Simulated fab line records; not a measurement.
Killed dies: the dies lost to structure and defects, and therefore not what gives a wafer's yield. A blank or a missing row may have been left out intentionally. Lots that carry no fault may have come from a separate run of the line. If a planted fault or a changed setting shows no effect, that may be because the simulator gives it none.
Tool commonality check || flow gf180mcu || Sampled: 12 lots, 36 wafers

## REASON IT WAS OPENED
Of 12 lots, 2 have the reading DNWELL_TW flagged at GF_DNWELL_TW_MEAS_09. No-fault wafers: 1352, standard deviation 9.4.
Rule: flag the lot when none of its wafers has a number, or when each of its wafers that has one lies beyond 4 standard deviations from that mean. The rest of the lots are taken to be sound.

{"lot": "L435", "measured": "day 2 19:20", "on": "film_metro-04", "DNWELL_TW, wafer by wafer": "1354 1359 1355", "flag": ""}
{"lot": "L436", "measured": "day 3 02:07", "on": "film_metro-04", "DNWELL_TW, wafer by wafer": "1351 1357 1358", "flag": ""}
{"lot": "L437", "measured": "day 3 11:14", "on": "film_metro-04", "DNWELL_TW, wafer by wafer": "1364 1356 1344", "flag": ""}
{"lot": "L438", "measured": "day 3 15:05", "on": "film_metro-03", "DNWELL_TW, wafer by wafer": "1334 1340 1341", "flag": ""}
{"lot": "L440", "measured": "day 3 20:01", "on": "film_metro-03", "DNWELL_TW, wafer by wafer": "1338 1343 1345", "flag": ""}
{"lot": "L441", "measured": "day 4 05:31", "on": "film_metro-04", "DNWELL_TW, wafer by wafer": "1324 1336 1336", "flag": ""}
{"lot": "L443", "measured": "day 4 16:19", "on": "film_metro-03", "DNWELL_TW, wafer by wafer": "1357 1356 1348", "flag": ""}
{"lot": "L444", "measured": "day 4 19:43", "on": "film_metro-01", "DNWELL_TW, wafer by wafer": "1355 1355 1356", "flag": ""}
{"lot": "L446", "measured": "day 5 05:37", "on": "film_metro-04", "DNWELL_TW, wafer by wafer": "1361 1365 1361", "flag": ""}
{"lot": "L449", "measured": "day 5 21:02", "on": "film_metro-03", "DNWELL_TW, wafer by wafer": "1346 1333 1348", "flag": ""}
{"lot": "L452", "measured": "day 6 13:19", "on": "film_metro-03", "DNWELL_TW, wafer by wafer": "1670 1681 1673", "flag": "FLAGGED"}
{"lot": "L455", "measured": "day 7 07:43", "on": "film_metro-01", "DNWELL_TW, wafer by wafer": "1694 1690 1699", "flag": "FLAGGED"}
The mean of the flagged lots' numbers is 1684, +332 from the usual (+35 standard deviations).

## WHICH TOOL EACH LOT WENT THROUGH
The record holds 1 process step before the reading, out of a route of 602 steps. In each cell: the tool, then ch and the chambers that the sampled wafers went through, then the start.
{"lot": "L435", "flag": "", "GF_DNWELL_IMPLANT_07": "implanter-02 ch 0, day 2 19:07"}
{"lot": "L436", "flag": "", "GF_DNWELL_IMPLANT_07": "implanter-02 ch 0, day 3 01:50"}
{"lot": "L437", "flag": "", "GF_DNWELL_IMPLANT_07": "implanter-01 ch 0, day 3 10:59"}
{"lot": "L438", "flag": "", "GF_DNWELL_IMPLANT_07": "implanter-02 ch 0, day 3 14:50"}
{"lot": "L440", "flag": "", "GF_DNWELL_IMPLANT_07": "implanter-02 ch 0, day 3 19:49"}
{"lot": "L441", "flag": "", "GF_DNWELL_IMPLANT_07": "implanter-02 ch 0, day 4 05:17"}
{"lot": "L443", "flag": "", "GF_DNWELL_IMPLANT_07": "implanter-04 ch 0, day 4 16:04"}
{"lot": "L444", "flag": "", "GF_DNWELL_IMPLANT_07": "implanter-02 ch 0, day 4 19:28"}
{"lot": "L446", "flag": "", "GF_DNWELL_IMPLANT_07": "implanter-01 ch 0, day 5 05:22"}
{"lot": "L449", "flag": "", "GF_DNWELL_IMPLANT_07": "implanter-02 ch 0, day 5 20:49"}
{"lot": "L452", "flag": "FLAGGED", "GF_DNWELL_IMPLANT_07": "implanter-04 ch 0, day 6 12:46"}
{"lot": "L455", "flag": "FLAGGED", "GF_DNWELL_IMPLANT_07": "implanter-01 ch 0, day 7 07:08"}
What is done by these steps:
- GF_DNWELL_IMPLANT_07
- GF_DNWELL_TW_MEAS_09

## FLAGGED OVER TOTAL, TOOL BY TOOL (the gauges that took the reading come last)
{"step": "GF_DNWELL_IMPLANT_07", "tool": "implanter-01", "lots run": 3, "flagged": 1, "share of the flagged lots": "some", "sound lots run after its first flagged lot": 0}
{"step": "GF_DNWELL_IMPLANT_07", "tool": "implanter-02", "lots run": 7, "flagged": 0, "share of the flagged lots": "none", "sound lots run after its first flagged lot": "-"}
{"step": "GF_DNWELL_IMPLANT_07", "tool": "implanter-04", "lots run": 2, "flagged": 1, "share of the flagged lots": "some", "sound lots run after its first flagged lot": 0}
{"step": "GF_DNWELL_TW_MEAS_09", "tool": "film_metro-01", "lots run": 2, "flagged": 1, "share of the flagged lots": "some", "sound lots run after its first flagged lot": 0}
{"step": "GF_DNWELL_TW_MEAS_09", "tool": "film_metro-03", "lots run": 5, "flagged": 1, "share of the flagged lots": "some", "sound lots run after its first flagged lot": 0}
{"step": "GF_DNWELL_TW_MEAS_09", "tool": "film_metro-04", "lots run": 5, "flagged": 0, "share of the flagged lots": "none", "sound lots run after its first flagged lot": "-"}

## THE TABLE: WHAT IT ALLOWS
No row of the table ran every flagged lot.

## WHAT WAS PUT IN BY THE SIMULATOR
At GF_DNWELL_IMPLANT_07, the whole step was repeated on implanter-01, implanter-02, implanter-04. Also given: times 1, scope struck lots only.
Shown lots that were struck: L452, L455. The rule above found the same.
